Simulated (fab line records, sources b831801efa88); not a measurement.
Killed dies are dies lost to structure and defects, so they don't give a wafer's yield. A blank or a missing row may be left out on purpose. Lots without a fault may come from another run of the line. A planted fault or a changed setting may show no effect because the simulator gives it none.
Chamber matching | flow gf180mcu | GF_V3_ETCH_16 on rie_diel-02: 4 sister chambers
The step etches BARC in N2/H2. 14 wafers are shown with their chamber, then 7 later ones without.

WAFERS WITH THEIR CHAMBER
wafer  | chamber | drypump_motor_current_A (A) | throttle_valve_pct (%) | oes_product_au (a.u.)
L075.2 | 3       | 6.0                         | 13.218                 | 0.856
L075.5 | 1       | 5.9                         | 13.231                 | 0.861
L075.6 | 2       | 5.8                         | 13.257                 | 0.850
L076.1 | 2       | 5.8                         | 13.235                 | 0.860
L076.3 | 3       | 6.1                         | 13.215                 | 0.858
L076.4 | 1       | 5.9                         | 13.219                 | 0.853
L078.1 | 2       | 5.8                         | 13.237                 | 0.861
L078.3 | 1       | 5.9                         | 13.225                 | 0.855
L078.6 | 1       | 5.9                         | 13.229                 | 0.860
L087.1 | 3       | 6.0                         | 13.221                 | 0.850
L087.3 | 1       | 5.9                         | 13.211                 | 0.858
L087.5 | 2       | 5.8                         | 13.227                 | 0.853
L090.2 | 3       | 6.0                         | 13.217                 | 0.852
L090.5 | 0       | 5.1                         | 13.233                 | 0.858

SIGNATURES (means of the wafers above)
reading                 | chamber 0 | chamber 1 | chamber 2 | chamber 3 | scatter within a chamber
drypump_motor_current_A | 5.100     | 5.900     | 5.800     | 6.025     | 0.0274
throttle_valve_pct      | 13.23300  | 13.22300  | 13.23900  | 13.21775  | 0.00878
oes_product_au          | 0.85800   | 0.85740   | 0.85600   | 0.85400   | 0.00414
Rule: a wafer's distance from a chamber is the root of the sum, over the readings, of the square of ((its reading less the chamber's mean) divided by the reading's scatter). The wafer belongs to the nearest chamber; if the next one is less than 2 further off, it can't be placed. The scatter: the root of (the sum of the squares of (reading less its chamber's mean) over the shown wafers, divided by (wafers less chambers)).

WAFERS WITHOUT THEIR CHAMBER
wafer  | drypump_motor_current_A (A) | throttle_valve_pct (%) | oes_product_au (a.u.)
L090.6 | 5.8                         | 13.224                 | 0.854
L093.1 | 5.9                         | 13.223                 | 0.851
L093.3 | 6.1                         | 13.223                 | 0.860
L093.4 | 5.8                         | 13.233                 | 0.851
L097.1 | 5.9                         | 13.233                 | 0.859
L097.2 | 5.9                         | 13.226                 | 0.861
L097.6 | 5.8                         | 13.220                 | 0.857

WHICH CHAMBER EACH WENT THROUGH
wafer  | from the rows above     | in truth
L090.6 | can't be placed: 2 or 1 | 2
L093.1 | 1                       | 1
L093.3 | 3                       | 3
L093.4 | 2                       | 2
L097.1 | 1                       | 1
L097.2 | 1                       | 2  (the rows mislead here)
L097.6 | can't be placed: 2 or 1 | 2
Placed correctly: 4 of 7. Can't be placed from these rows: 2 (the true chamber is among the candidates in 2). Placed wrongly: 1.
